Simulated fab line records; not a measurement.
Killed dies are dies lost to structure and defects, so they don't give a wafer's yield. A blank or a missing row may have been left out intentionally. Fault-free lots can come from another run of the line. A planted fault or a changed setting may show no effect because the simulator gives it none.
fab line records | flow sky130
record: lots: 24 | wafers: 72 | last_day: 50
route steps=708 shown LI_CONTACT@382 VIA1@461 CAP2M@615 METAL5@661 PASSIVATION@692
lots with no fault: from the same line, run without faults
start_h: hours from the record's opening day to when the first of the lot's shown wafers began | wait_h: hours since the lot's step before | " repeats the value in the row above | L1.1+2: a row that stands for several wafers | - no value, or no start given | * or withheld: withheld | < > ~ a bound
route shown NAME@n: a module of which the file shows steps, and the number in the route of the first | usual: mean/standard deviation of fault-free wafers | same: alike in all rows | chamber/n: place in a boat | sites: the reading at each site | _std_site: how widely they spread, as a standard deviation | _edge_site: mean of outer sites minus mean of inner sites | radius_mm: how far each site lies from the wafer's centre | mask NAME#n: copy n | behind: the last tool/chamber to shape the wafer | hold: why the lot was held/for how many hours/how that ended | device: whichever transistor did not switch (one of n, p or np) | end of line: at the end of the route, the tests of the same wafers | a step given without rows: its recipe and nothing more | killed: dies lost to structure and defects at the first sort, not the wafer's yield | map: shows each die of a wafer: x if killed, . if not, _ if none is there
set.NAME: the run value of the setting; set.NAME@STEP: its run value at that earlier step | model.NAME: the simulator's own value behind a step, which no gauge read
route steps across a sampled set of lots; one table per step, one row per wafer
services: when a tool's chamber went out of use (start_h, in hours from the record's first day, below 0 if earlier), for how many hours, and the reason
== steps ==
step: SKY_LI_CONTACT_SPUTTER_20
recipe: material: TiN | target_thk_nm: 20 | chamber_pressure_pa: 5 | power_w: 4000 | time_s: 80
usual: throttle_valve_pct: 30.2/1
lot.wafer | tool           | chamber | start_h | wait_h | throttle_valve_pct
L075.2    | pvd_sputter-02 | -       | 710.20  | 0.0    | 28.6
L075.4    | "              | -       | "       | "      | 31.6
L075.5    | "              | -       | "       | "      | 30.0
L074.1    | pvd_sputter-03 | -       | 712.30  | 0.0    | 30.5
L074.4    | "              | -       | "       | "      | 30.6
L074.6    | "              | -       | "       | "      | 32.3
L076.2    | pvd_sputter-02 | -       | 712.40  | 0.0    | 31.4
L076.3    | "              | -       | "       | "      | 28.7
L076.5    | "              | -       | "       | "      | 28.8
L077.2    | pvd_sputter-01 | -       | 714.31  | 0.0    | 30.6
L077.4    | "              | -       | "       | "      | 30.9
L077.5    | "              | -       | "       | "      | 30.9
L078.1    | pvd_sputter-03 | -       | 724.44  | 0.0    | 32.5
L078.2    | "              | -       | "       | "      | 30.6
L078.3    | "              | -       | "       | "      | 30.0
L079.2    | pvd_sputter-02 | -       | 736.60  | 0.0    | 31.7
L079.4    | "              | -       | "       | "      | 30.4
L079.6    | "              | -       | "       | "      | 30.1
L080.2    | pvd_sputter-03 | -       | 742.76  | 0.0    | 30.4
L080.3    | "              | -       | "       | "      | 30.0
L080.6    | "              | -       | "       | "      | 30.1
L081.2    | pvd_sputter-01 | -       | 745.35  | 0.0    | 28.9
L081.3    | "              | -       | "       | "      | 30.6
L081.6    | "              | -       | "       | "      | 31.0
L082.1    | pvd_sputter-02 | -       | 746.09  | 0.0    | 29.0
L082.3    | "              | -       | "       | "      | 31.8
L082.6    | "              | -       | "       | "      | 30.2
L083.2    | pvd_sputter-02 | -       | 756.30  | 0.0    | 31.7
L083.3    | "              | -       | "       | "      | 30.0
L083.4    | "              | -       | "       | "      | 29.9
L084.1    | pvd_sputter-02 | -       | 769.75  | 0.0    | 30.2
L084.2    | "              | -       | "       | "      | 30.0
L084.5    | "              | -       | "       | "      | 28.4
L085.1    | pvd_sputter-01 | -       | 773.75  | 0.0    | 31.0
L085.2    | "              | -       | "       | "      | 30.4
L085.4    | "              | -       | "       | "      | 29.3
L086.3    | pvd_sputter-02 | -       | 779.00  | 0.0    | 28.8
L086.5    | "              | -       | "       | "      | 31.8
L086.6    | "              | -       | "       | "      | 30.1
L087.1    | pvd_sputter-01 | -       | 783.60  | 0.0    | 28.8
L087.2    | "              | -       | "       | "      | 31.0
L087.4    | "              | -       | "       | "      | 29.4
L088.2    | pvd_sputter-03 | -       | 794.92  | 0.0    | 30.8
L088.3    | "              | -       | "       | "      | 29.8
L088.6    | "              | -       | "       | "      | 30.0
L089.1    | pvd_sputter-03 | -       | 796.60  | 0.0    | 30.0
L089.4    | "              | -       | "       | "      | 30.2
L089.5    | "              | -       | "       | "      | 32.2
L090.1    | pvd_sputter-02 | -       | 801.66  | 0.0    | 29.9
L090.2    | "              | -       | "       | "      | 30.2
L090.6    | "              | -       | "       | "      | 30.1
L091.2    | pvd_sputter-01 | -       | 809.40  | 0.0    | 30.5
L091.3    | "              | -       | "       | "      | 30.8
L091.5    | "              | -       | "       | "      | 28.7
L092.1    | pvd_sputter-01 | -       | 821.60  | 0.0    | 29.6
L092.2    | "              | -       | "       | "      | 28.7
L092.4    | "              | -       | "       | "      | 31.1
L093.2    | pvd_sputter-01 | -       | 828.55  | 0.0    | 29.4
L093.5    | "              | -       | "       | "      | 29.7
L093.6    | "              | -       | "       | "      | 30.6
L094.1    | pvd_sputter-02 | -       | 840.80  | 0.0    | 28.7
L094.2    | "              | -       | "       | "      | 30.2
L094.4    | "              | -       | "       | "      | 30.0
L095.2    | pvd_sputter-02 | -       | 850.25  | 0.0    | 28.7
L095.3    | "              | -       | "       | "      | 30.0
L095.4    | "              | -       | "       | "      | 30.1
L097.2    | pvd_sputter-02 | -       | 853.17  | 0.0    | 32.0
L097.5    | "              | -       | "       | "      | 28.8
L097.6    | "              | -       | "       | "      | 30.0
L096.2    | pvd_sputter-03 | -       | 857.22  | 0.0    | 30.8
L096.4    | "              | -       | "       | "      | 32.2
L096.6    | "              | -       | "       | "      | 30.7
step: SKY_VIA1_BOW_MEAS_03
recipe: mode: bow
usual: VIA1_BOW: 79/7.7
lot.wafer | tool          | chamber | start_h | wait_h | VIA1_BOW[um]
L075.2    | film_metro-01 | -       | 797.31  | 0.2    | 77
L075.4    | "             | -       | "       | "      | 69
L075.5    | "             | -       | "       | "      | 80
L074.1    | film_metro-03 | -       | 799.32  | 0.2    | 76
L074.4    | "             | -       | "       | "      | 82
L074.6    | "             | -       | "       | "      | 71
L076.2    | film_metro-04 | -       | 801.36  | 0.3    | 70
L076.3    | "             | -       | "       | "      | 80
L076.5    | "             | -       | "       | "      | 89
L077.2    | film_metro-01 | -       | 803.02  | 0.2    | 84
L077.4    | "             | -       | "       | "      | 82
L077.5    | "             | -       | "       | "      | 69
L078.1    | film_metro-04 | -       | 812.52  | 0.2    | 84
L078.2    | "             | -       | "       | "      | 80
L078.3    | "             | -       | "       | "      | 73
L079.2    | film_metro-01 | -       | 822.13  | 0.3    | 76
L079.4    | "             | -       | "       | "      | 72
L079.6    | "             | -       | "       | "      | 81
L080.2    | film_metro-04 | -       | 830.16  | 0.2    | 80
L080.3    | "             | -       | "       | "      | 70
L080.6    | "             | -       | "       | "      | 77
L081.2    | film_metro-04 | -       | 833.29  | 0.1    | 79
L081.3    | "             | -       | "       | "      | 61
L081.6    | "             | -       | "       | "      | 77
L082.1    | film_metro-01 | -       | 833.60  | 0.1    | 91
L082.3    | "             | -       | "       | "      | 71
L082.6    | "             | -       | "       | "      | 77
L083.2    | film_metro-04 | -       | 843.95  | 0.1    | 81
L083.3    | "             | -       | "       | "      | 72
L083.4    | "             | -       | "       | "      | 89
L084.1    | film_metro-03 | -       | 855.29  | 0.2    | 86
L084.2    | "             | -       | "       | "      | 80
L084.5    | "             | -       | "       | "      | 86
L085.1    | film_metro-04 | -       | 860.44  | 0.2    | 68
L085.2    | "             | -       | "       | "      | 72
L085.4    | "             | -       | "       | "      | 73
L086.3    | film_metro-01 | -       | 864.62  | 0.2    | 65
L086.5    | "             | -       | "       | "      | 72
L086.6    | "             | -       | "       | "      | 78
L087.1    | film_metro-04 | -       | 868.69  | 0.2    | 80
L087.2    | "             | -       | "       | "      | 71
L087.4    | "             | -       | "       | "      | 73
L088.2    | film_metro-03 | -       | 881.52  | 0.3    | 88
L088.3    | "             | -       | "       | "      | 85
L088.6    | "             | -       | "       | "      | 96
L089.1    | film_metro-01 | -       | 882.72  | 0.1    | 79
L089.4    | "             | -       | "       | "      | 74
L089.5    | "             | -       | "       | "      | 83
L090.1    | film_metro-01 | -       | 888.17  | 0.2    | 89
L090.2    | "             | -       | "       | "      | 93
L090.6    | "             | -       | "       | "      | 83
L091.2    | film_metro-03 | -       | 894.30  | 0.1    | 71
L091.3    | "             | -       | "       | "      | 79
L091.5    | "             | -       | "       | "      | 74
L092.1    | film_metro-01 | -       | 906.03  | 0.2    | 90
L092.2    | "             | -       | "       | "      | 87
L092.4    | "             | -       | "       | "      | 81
L093.2    | film_metro-03 | -       | 912.62  | 0.2    | 76
L093.5    | "             | -       | "       | "      | 76
L093.6    | "             | -       | "       | "      | 78
L094.1    | film_metro-01 | -       | 923.95  | 0.1    | 87
L094.2    | "             | -       | "       | "      | 68
L094.4    | "             | -       | "       | "      | 87
L095.2    | film_metro-01 | -       | 933.60  | 0.3    | 95
L095.3    | "             | -       | "       | "      | 100
L095.4    | "             | -       | "       | "      | 83
L097.2    | film_metro-03 | -       | 935.67  | 0.1    | 94
L097.5    | "             | -       | "       | "      | 76
L097.6    | "             | -       | "       | "      | 80
L096.2    | film_metro-03 | -       | 939.72  | 0.2    | 78
L096.4    | "             | -       | "       | "      | 82
L096.6    | "             | -       | "       | "      | 85
step: SKY_VIA1_THK_MEAS_23
recipe: thk_meas_gauge: xrf | reads: W_of_VIA1_CVD_21
usual: VIA1_W_THK: 275/5.3
lot.wafer | tool          | chamber | start_h | wait_h | VIA1_W_THK[nm]
L075.2    | film_metro-03 | -       | 824.87  | 0.1    | 274
L075.4    | "             | -       | "       | "      | 276
L075.5    | "             | -       | "       | "      | 275
L074.1    | film_metro-01 | -       | 826.54  | 0.1    | 270
L074.4    | "             | -       | "       | "      | 271
L074.6    | "             | -       | "       | "      | 275
L076.2    | film_metro-03 | -       | 829.37  | 0.1    | 273
L076.3    | "             | -       | "       | "      | 274
L076.5    | "             | -       | "       | "      | 272
L077.2    | film_metro-04 | -       | 831.16  | 0.1    | 272
L077.4    | "             | -       | "       | "      | 281
L077.5    | "             | -       | "       | "      | 271
L078.1    | film_metro-01 | -       | 840.24  | 0.1    | 268
L078.2    | "             | -       | "       | "      | 260
L078.3    | "             | -       | "       | "      | 264
L079.2    | film_metro-01 | -       | 849.95  | 0.1    | 277
L079.4    | "             | -       | "       | "      | 273
L079.6    | "             | -       | "       | "      | 271
L080.2    | film_metro-03 | -       | 858.36  | 0.1    | 287
L080.3    | "             | -       | "       | "      | 269
L080.6    | "             | -       | "       | "      | 283
L081.2    | film_metro-03 | -       | 860.81  | 0.1    | 271
L081.3    | "             | -       | "       | "      | 278
L081.6    | "             | -       | "       | "      | 271
L082.1    | film_metro-03 | -       | 861.22  | 0.1    | 269
L082.3    | "             | -       | "       | "      | 274
L082.6    | "             | -       | "       | "      | 280
L083.2    | film_metro-04 | -       | 871.23  | 0.1    | 276
L083.3    | "             | -       | "       | "      | 277
L083.4    | "             | -       | "       | "      | 277
L084.1    | film_metro-03 | -       | 883.27  | 0.1    | 281
L084.2    | "             | -       | "       | "      | 269
L084.5    | "             | -       | "       | "      | 281
L085.1    | film_metro-01 | -       | 888.65  | 0.1    | 277
L085.2    | "             | -       | "       | "      | 271
L085.4    | "             | -       | "       | "      | 275
L086.3    | film_metro-04 | -       | 892.08  | 0.1    | 275
L086.5    | "             | -       | "       | "      | 286
L086.6    | "             | -       | "       | "      | 274
L087.1    | film_metro-04 | -       | 896.19  | 0.1    | 275
L087.2    | "             | -       | "       | "      | 269
L087.4    | "             | -       | "       | "      | 272
L088.2    | film_metro-04 | -       | 907.72  | 0.1    | 272
L088.3    | "             | -       | "       | "      | 274
L088.6    | "             | -       | "       | "      | 274
L089.1    | film_metro-04 | -       | 909.86  | 0.1    | 273
L089.4    | "             | -       | "       | "      | 276
L089.5    | "             | -       | "       | "      | 269
L090.1    | film_metro-01 | -       | 914.10  | 0.1    | 277
L090.2    | "             | -       | "       | "      | 278
L090.6    | "             | -       | "       | "      | 279
L091.2    | film_metro-03 | -       | 920.25  | 0.1    | 271
L091.3    | "             | -       | "       | "      | 284
L091.5    | "             | -       | "       | "      | 268
L092.1    | film_metro-04 | -       | 931.47  | 0.1    | 290
L092.2    | "             | -       | "       | "      | 275
L092.4    | "             | -       | "       | "      | 272
L093.2    | film_metro-03 | -       | 939.56  | 0.1    | 277
L093.5    | "             | -       | "       | "      | 276
L093.6    | "             | -       | "       | "      | 278
L094.1    | film_metro-01 | -       | 950.15  | 0.1    | 278
L094.2    | "             | -       | "       | "      | 277
L094.4    | "             | -       | "       | "      | 278
L095.2    | film_metro-01 | -       | 959.56  | 0.1    | 280
L095.3    | "             | -       | "       | "      | 271
L095.4    | "             | -       | "       | "      | 284
L097.2    | film_metro-01 | -       | 961.27  | 0.1    | 263
L097.5    | "             | -       | "       | "      | 269
L097.6    | "             | -       | "       | "      | 280
L096.2    | film_metro-04 | -       | 965.43  | 0.1    | 274
L096.4    | "             | -       | "       | "      | 275
L096.6    | "             | -       | "       | "      | 270
step: SKY_CAP2M_OVL_MEAS_12
usual: CAP2M_OVL: -1.3/1.3
lot.wafer | tool       | chamber | start_h | wait_h | CAP2M_OVL[nm]
L075.2    | overlay-02 | -       | 983.47  | 0.1    | 1.4
L075.4    | "          | -       | "       | "      | 0.0
L075.5    | "          | -       | "       | "      | -0.1
L074.1    | overlay-01 | -       | 985.32  | 0.1    | 0.9
L074.4    | "          | -       | "       | "      | -1.3
L074.6    | "          | -       | "       | "      | 0.3
L076.2    | overlay-01 | -       | 989.21  | 0.1    | -2.6
L076.3    | "          | -       | "       | "      | -2.9
L076.5    | "          | -       | "       | "      | -2.4
L077.2    | overlay-02 | -       | 991.19  | 0.1    | -1.9
L077.4    | "          | -       | "       | "      | -0.5
L077.5    | "          | -       | "       | "      | -1.5
L078.1    | overlay-02 | -       | 998.02  | 0.1    | 0.4
L078.2    | "          | -       | "       | "      | 0.9
L078.3    | "          | -       | "       | "      | 1.2
L079.2    | overlay-01 | -       | 1005.62 | 0.1    | -1.7
L079.4    | "          | -       | "       | "      | -2.7
L079.6    | "          | -       | "       | "      | -4.4
L080.2    | overlay-01 | -       | 1016.34 | 0.1    | -2.2
L080.3    | "          | -       | "       | "      | -0.8
L080.6    | "          | -       | "       | "      | 0.8
L082.1    | overlay-02 | -       | 1018.79 | 0.1    | 0.8
L082.3    | "          | -       | "       | "      | -0.5
L082.6    | "          | -       | "       | "      | 0.7
L081.2    | overlay-01 | -       | 1019.09 | 0.1    | -1.1
L081.3    | "          | -       | "       | "      | -2.0
L081.6    | "          | -       | "       | "      | -2.6
L083.2    | overlay-01 | -       | 1027.42 | 0.1    | -1.9
L083.3    | "          | -       | "       | "      | -1.8
L083.4    | "          | -       | "       | "      | -2.4
L084.1    | overlay-02 | -       | 1037.32 | 0.1    | 0.3
L084.2    | "          | -       | "       | "      | 0.0
L084.5    | "          | -       | "       | "      | -1.7
L085.1    | overlay-01 | -       | 1042.27 | 0.1    | -0.6
L085.2    | "          | -       | "       | "      | 0.7
L085.4    | "          | -       | "       | "      | -0.9
L086.3    | overlay-01 | -       | 1045.25 | 0.1    | -1.3
L086.5    | "          | -       | "       | "      | -0.8
L086.6    | "          | -       | "       | "      | -1.1
L087.1    | overlay-02 | -       | 1047.42 | 0.1    | -2.1
L087.2    | "          | -       | "       | "      | -0.4
L087.4    | "          | -       | "       | "      | -1.8
L088.2    | overlay-02 | -       | 1057.51 | 0.1    | -1.1
L088.3    | "          | -       | "       | "      | -1.6
L088.6    | "          | -       | "       | "      | -2.3
L089.1    | overlay-01 | -       | 1060.00 | 0.1    | -4.3
L089.4    | "          | -       | "       | "      | -2.5
L089.5    | "          | -       | "       | "      | -3.1
L090.1    | overlay-01 | -       | 1065.07 | 0.1    | -1.3
L090.2    | "          | -       | "       | "      | -2.9
L090.6    | "          | -       | "       | "      | -1.9
L091.2    | overlay-01 | -       | 1069.57 | 0.1    | -1.0
L091.3    | "          | -       | "       | "      | -0.1
L091.5    | "          | -       | "       | "      | -1.7
L092.1    | overlay-01 | -       | 1076.94 | 0.1    | -0.2
L092.2    | "          | -       | "       | "      | -2.3
L092.4    | "          | -       | "       | "      | -1.3
L093.2    | overlay-01 | -       | 1086.19 | 0.1    | -2.2
L093.5    | "          | -       | "       | "      | -3.5
L093.6    | "          | -       | "       | "      | -2.4
L094.1    | overlay-01 | -       | 1093.50 | 0.1    | -2.8
L094.2    | "          | -       | "       | "      | -2.2
L094.4    | "          | -       | "       | "      | -3.0
L095.2    | overlay-01 | -       | 1099.09 | 0.1    | -0.3
L095.3    | "          | -       | "       | "      | -2.2
L095.4    | "          | -       | "       | "      | -1.3
L097.2    | overlay-01 | -       | 1104.04 | 0.1    | -0.4
L097.5    | "          | -       | "       | "      | -2.6
L097.6    | "          | -       | "       | "      | -3.4
L096.2    | overlay-01 | -       | 1109.11 | 0.1    | -1.3
L096.4    | "          | -       | "       | "      | -0.3
L096.6    | "          | -       | "       | "      | -0.9
step: SKY_METAL5_SPUTTER_00
recipe: material: Ti | target_thk_nm: 15 | power_w: 3000 | time_s: 10 | chamber_pressure_pa: 0.4
usual: throttle_valve_pct: 30.2/0.86
lot.wafer | tool           | chamber | start_h | wait_h | throttle_valve_pct
L075.2    | pvd_sputter-04 | -       | 1032.95 | 0.1    | 29.8
L075.4    | "              | -       | "       | "      | 30.7
L075.5    | "              | -       | "       | "      | 30.5
L074.1    | pvd_sputter-01 | -       | 1036.09 | 0.2    | 29.7
L074.4    | "              | -       | "       | "      | 30.6
L074.6    | "              | -       | "       | "      | 30.6
L076.2    | pvd_sputter-01 | -       | 1040.29 | 0.2    | 30.5
L076.3    | "              | -       | "       | "      | 30.8
L076.5    | "              | -       | "       | "      | 30.9
L077.2    | pvd_sputter-04 | -       | 1041.55 | 0.2    | 30.2
L077.4    | "              | -       | "       | "      | 29.4
L077.5    | "              | -       | "       | "      | 29.9
L078.1    | pvd_sputter-04 | -       | 1048.64 | 0.2    | 30.6
L078.2    | "              | -       | "       | "      | 30.1
L078.3    | "              | -       | "       | "      | 29.7
L079.2    | pvd_sputter-01 | -       | 1054.87 | 0.2    | 31.0
L079.4    | "              | -       | "       | "      | 29.5
L079.6    | "              | -       | "       | "      | 29.6
L080.2    | pvd_sputter-03 | -       | 1067.06 | 0.1    | 32.4
L080.3    | "              | -       | "       | "      | 29.8
L080.6    | "              | -       | "       | "      | 32.2
L081.2    | pvd_sputter-04 | -       | 1067.97 | 0.1    | 30.0
L081.3    | "              | -       | "       | "      | 30.2
L081.6    | "              | -       | "       | "      | 29.8
L082.1    | pvd_sputter-01 | -       | 1068.00 | 0.1    | 31.2
L082.3    | "              | -       | "       | "      | 30.6
L082.6    | "              | -       | "       | "      | 30.8
L083.2    | pvd_sputter-04 | -       | 1075.77 | 0.2    | 30.0
L083.3    | "              | -       | "       | "      | 29.4
L083.4    | "              | -       | "       | "      | 30.1
L084.1    | pvd_sputter-03 | -       | 1083.48 | 0.1    | 30.8
L084.2    | "              | -       | "       | "      | 29.8
L084.5    | "              | -       | "       | "      | 30.8
L085.1    | pvd_sputter-01 | -       | 1089.99 | 0.2    | 29.4
L085.2    | "              | -       | "       | "      | 30.7
L085.4    | "              | -       | "       | "      | 31.1
L086.3    | pvd_sputter-03 | -       | 1092.09 | 0.2    | 30.6
L086.5    | "              | -       | "       | "      | 32.3
L086.6    | "              | -       | "       | "      | 29.8
L087.1    | pvd_sputter-01 | -       | 1094.05 | 0.2    | 28.7
L087.2    | "              | -       | "       | "      | 29.3
L087.4    | "              | -       | "       | "      | 31.0
L088.2    | pvd_sputter-01 | -       | 1101.22 | 0.2    | 29.4
L088.3    | "              | -       | "       | "      | 30.8
L088.6    | "              | -       | "       | "      | 28.8
L089.1    | pvd_sputter-01 | -       | 1106.11 | 0.2    | 30.8
L089.4    | "              | -       | "       | "      | 30.7
L089.5    | "              | -       | "       | "      | 30.7
L090.1    | pvd_sputter-01 | -       | 1110.80 | 0.2    | 29.5
L090.2    | "              | -       | "       | "      | 30.9
L090.6    | "              | -       | "       | "      | 30.9
L091.2    | pvd_sputter-03 | -       | 1115.80 | 0.1    | 30.1
L091.3    | "              | -       | "       | "      | 30.5
L091.5    | "              | -       | "       | "      | 32.4
L092.1    | pvd_sputter-03 | -       | 1122.50 | 0.2    | 30.0
L092.2    | "              | -       | "       | "      | 30.8
L092.4    | "              | -       | "       | "      | 29.8
L093.2    | pvd_sputter-04 | -       | 1130.85 | 0.1    | 29.5
L093.5    | "              | -       | "       | "      | 29.3
L093.6    | "              | -       | "       | "      | 29.9
L094.1    | pvd_sputter-04 | -       | 1138.58 | 0.1    | 29.3
L094.2    | "              | -       | "       | "      | 30.1
L094.4    | "              | -       | "       | "      | 30.6
L095.2    | pvd_sputter-01 | -       | 1143.12 | 0.1    | 29.3
L095.3    | "              | -       | "       | "      | 28.8
L095.4    | "              | -       | "       | "      | 30.5
L097.2    | pvd_sputter-01 | -       | 1147.23 | 0.1    | 29.0
L097.5    | "              | -       | "       | "      | 28.9
L097.6    | "              | -       | "       | "      | 30.9
L096.2    | pvd_sputter-01 | -       | 1151.91 | 0.1    | 28.7
L096.4    | "              | -       | "       | "      | 30.5
L096.6    | "              | -       | "       | "      | 29.4
step: SKY_PASSIVATION_ETCH_11
recipe: chemistry: CF4/O2 | target_depth_nm: 725 | stop_on: AlCu | source_w: 800 | bias_w: 150 | pressure_mtorr: 150 | cf4_flow_sccm: 80 | O2_flow_sccm: 10 | time_s: 161.1
usual: drypump_motor_current_A: 5.9/0.37 | oes_product_au: 0.979/0.0068 | throttle_valve_pct: 5.965/0.0094
lot.wafer | tool        | chamber | start_h | wait_h | drypump_motor_current_A | oes_product_au | rf_hours_counter_h | throttle_valve_pct
L075.2    | rie_diel-01 | 1       | 1076.42 | -      | 5.6                     | 0.980          | 24                 | 5.970
L075.4    | "           | 2       | "       | "      | 6.5                     | 0.982          | 22                 | 5.957
L075.5    | "           | 3       | "       | "      | 6.1                     | 0.986          | -                  | 5.963
L074.1    | rie_diel-02 | 2       | 1080.42 | -      | 5.5                     | 0.962          | 8                  | 5.961
L074.4    | "           | 3       | "       | "      | 5.4                     | 0.974          | 8                  | 5.978
L074.6    | "           | 1       | "       | "      | 6.2                     | 0.981          | -                  | 5.963
L076.2    | rie_diel-01 | 0       | 1084.94 | -      | 6.2                     | 0.962          | 28                 | 5.965
L076.3    | "           | 1       | "       | "      | 5.6                     | 0.978          | 24                 | 5.974
L076.5    | "           | 1       | "       | "      | 5.6                     | 0.983          | -                  | 5.972
L077.2    | rie_diel-04 | 2       | 1086.07 | -      | 6.2                     | 0.977          | 3                  | 5.961
L077.4    | "           | 0       | "       | "      | 6.2                     | 0.989          | 14                 | 5.969
L077.5    | "           | 0       | "       | "      | 6.2                     | 0.983          | -                  | 5.964
L078.1    | rie_diel-04 | 3       | 1092.30 | -      | 5.4                     | 0.976          | 20                 | 5.942
L078.2    | "           | 1       | "       | "      | 6.0                     | 0.979          | 18                 | 5.966
L078.3    | "           | 0       | "       | "      | 6.1                     | 0.977          | 15                 | 5.962
L079.2    | rie_diel-01 | 3       | 1097.37 | -      | 6.1                     | 0.973          | 17                 | 5.954
L079.4    | "           | 0       | "       | "      | 6.2                     | 0.982          | 29                 | 5.976
L079.6    | "           | 0       | "       | "      | 6.2                     | 0.982          | -                  | 5.984
L080.2    | rie_diel-04 | 1       | 1109.87 | -      | 6.0                     | 0.976          | 18                 | 5.957
L080.3    | "           | 0       | "       | "      | 6.2                     | 0.966          | 15                 | 5.955
L080.6    | "           | 0       | "       | "      | 6.2                     | 0.978          | -                  | 5.981
L081.2    | rie_diel-04 | 0       | 1111.22 | -      | 6.2                     | 0.968          | 16                 | 5.977
L081.3    | "           | 2       | "       | "      | 6.1                     | 0.977          | 4                  | 5.958
L081.6    | "           | 3       | "       | "      | 5.4                     | 0.977          | -                  | 5.976
L082.1    | rie_diel-01 | 2       | 1111.50 | -      | 6.5                     | 0.985          | 23                 | 5.981
L082.3    | "           | 0       | "       | "      | 6.2                     | 0.971          | 29                 | 5.969
L082.6    | "           | 3       | "       | "      | 6.1                     | 0.986          | -                  | 5.978
L083.2    | rie_diel-02 | 2       | 1116.87 | -      | 5.5                     | 0.979          | 9                  | 5.950
L083.3    | "           | 1       | "       | "      | 6.2                     | 0.970          | 12                 | 5.958
L083.4    | "           | 3       | "       | "      | 5.5                     | 0.983          | 9                  | 5.961
L084.1    | rie_diel-04 | 1       | 1125.57 | -      | 6.0                     | 0.981          | 19                 | 5.959
L084.2    | "           | 3       | "       | "      | 5.4                     | 0.978          | 22                 | 5.961
L084.5    | "           | 0       | "       | "      | 6.2                     | 0.977          | -                  | 5.961
L085.1    | rie_diel-02 | 2       | 1131.60 | -      | 5.6                     | 0.982          | 9                  | 5.961
L085.2    | "           | 3       | "       | "      | 5.5                     | 0.983          | 10                 | 5.968
L085.4    | "           | 1       | "       | "      | 6.2                     | 0.993          | 13                 | 5.985
L086.3    | rie_diel-01 | 0       | 1134.37 | -      | 6.2                     | 0.978          | 30                 | 5.959
L086.5    | "           | 1       | "       | "      | 5.5                     | 0.983          | -                  | 5.959
L086.6    | "           | 0       | "       | "      | 6.2                     | 0.993          | -                  | 5.974
L087.1    | rie_diel-04 | 3       | 1136.89 | -      | 5.4                     | 0.985          | 22                 | 5.959
L087.2    | "           | 1       | "       | "      | 6.0                     | 0.977          | 20                 | 5.973
L087.4    | "           | 2       | "       | "      | 6.1                     | 0.982          | 5                  | 5.977
L088.2    | rie_diel-04 | 1       | 1142.05 | -      | 6.0                     | 0.987          | 20                 | 5.972
L088.3    | "           | 0       | "       | "      | 6.2                     | 0.984          | 17                 | 5.972
L088.6    | "           | 2       | "       | "      | 6.1                     | 0.974          | -                  | 5.967
L089.1    | rie_diel-04 | 2       | 1146.95 | -      | 6.2                     | 0.969          | 5                  | 5.945
L089.4    | "           | 3       | "       | "      | 5.4                     | 0.984          | 23                 | 5.976
L089.5    | "           | 3       | "       | "      | 5.4                     | 0.967          | -                  | 5.950
L090.1    | rie_diel-02 | 0       | 1151.34 | -      | 5.3                     | 0.979          | 18                 | 5.945
L090.2    | "           | 3       | "       | "      | 5.5                     | 0.976          | 10                 | 5.969
L090.6    | "           | 2       | "       | "      | 5.5                     | 0.994          | -                  | 5.968
L091.2    | rie_diel-01 | 3       | 1155.74 | -      | 6.1                     | 0.985          | 19                 | 5.975
L091.3    | "           | 1       | "       | "      | 5.5                     | 0.976          | 27                 | 5.967
L091.5    | "           | 3       | "       | "      | 6.1                     | 0.987          | -                  | 5.961
L092.1    | rie_diel-02 | 3       | 1161.75 | -      | 5.4                     | 0.971          | 11                 | 5.950
L092.2    | "           | 2       | "       | "      | 5.5                     | 0.976          | 10                 | 5.953
L092.4    | "           | 0       | "       | "      | 5.3                     | 0.979          | 18                 | 5.956
L093.2    | rie_diel-04 | 3       | 1169.84 | -      | 5.4                     | 0.977          | 23                 | 5.959
L093.5    | "           | 1       | "       | "      | 6.0                     | 0.980          | -                  | 5.960
L093.6    | "           | 2       | "       | "      | 6.2                     | 0.968          | -                  | 5.973
L094.1    | rie_diel-02 | 3       | 1175.89 | -      | 5.4                     | 0.977          | 11                 | 5.972
L094.2    | "           | 0       | "       | "      | 5.2                     | 0.979          | 18                 | 5.956
L094.4    | "           | 1       | "       | "      | 6.2                     | 0.979          | 14                 | 5.975
L095.2    | rie_diel-04 | 3       | 1179.00 | -      | 5.4                     | 0.977          | 24                 | 5.974
L095.3    | "           | 0       | "       | "      | 6.1                     | 0.968          | 19                 | 5.951
L095.4    | "           | 1       | "       | "      | 6.0                     | 0.964          | 21                 | 5.950
L097.2    | rie_diel-02 | 2       | 1182.94 | -      | 5.6                     | 0.979          | 11                 | 5.967
L097.5    | "           | 0       | "       | "      | 5.3                     | 0.982          | -                  | 5.972
L097.6    | "           | 3       | "       | "      | 5.5                     | 0.979          | -                  | 5.963
L096.2    | rie_diel-02 | 1       | 1187.09 | -      | 6.2                     | 0.979          | 14                 | 5.968
L096.4    | "           | 2       | "       | "      | 5.6                     | 0.989          | 11                 | 5.965
L096.6    | "           | 0       | "       | "      | 5.3                     | 0.983          | -                  | 5.983
== services ==
tool           | chamber | start_h | hours | kind
rie_diel-04    | 0       | 717.68  | 1.9   | repair
rie_diel-04    | 0       | 731.75  | 2.0   | repair
rie_diel-04    | 1       | 748.49  | 2.4   | repair
pvd_sputter-03 | -       | 801.02  | 22.6  | repair
pvd_sputter-02 | -       | 804.39  | 12.3  | repair
rie_diel-04    | -       | 857.98  | 0.7   | repair
rie_diel-04    | 0       | 859.34  | 7.8   | repair
pvd_sputter-02 | -       | 890.29  | 4.2   | repair
pvd_sputter-01 | -       | 893.72  | 3.4   | repair
pvd_sputter-01 | -       | 954.67  | 3.9   | repair
pvd_sputter-03 | -       | 958.29  | 1.7   | repair
rie_diel-04    | 0       | 968.87  | 4.2   | repair
pvd_sputter-01 | -       | 1003.75 | 2.3   | repair
pvd_sputter-02 | -       | 1006.70 | 2.7   | repair
rie_diel-04    | -       | 1024.26 | 0.4   | repair
rie_diel-04    | -       | 1037.80 | 0.6   | repair
rie_diel-04    | 3       | 1041.35 | 4.2   | repair
pvd_sputter-03 | -       | 1085.52 | 1.1   | repair
pvd_sputter-02 | -       | 1087.53 | 5.3   | repair
pvd_sputter-01 | -       | 1099.34 | 0.6   | repair
pvd_sputter-01 | -       | 1108.35 | 2.0   | repair
pvd_sputter-01 | -       | 1109.12 | 1.2   | repair
pvd_sputter-03 | -       | 1135.99 | 4.0   | repair
pvd_sputter-03 | -       | 1173.08 | 0.6   | repair
== key ==
fault none
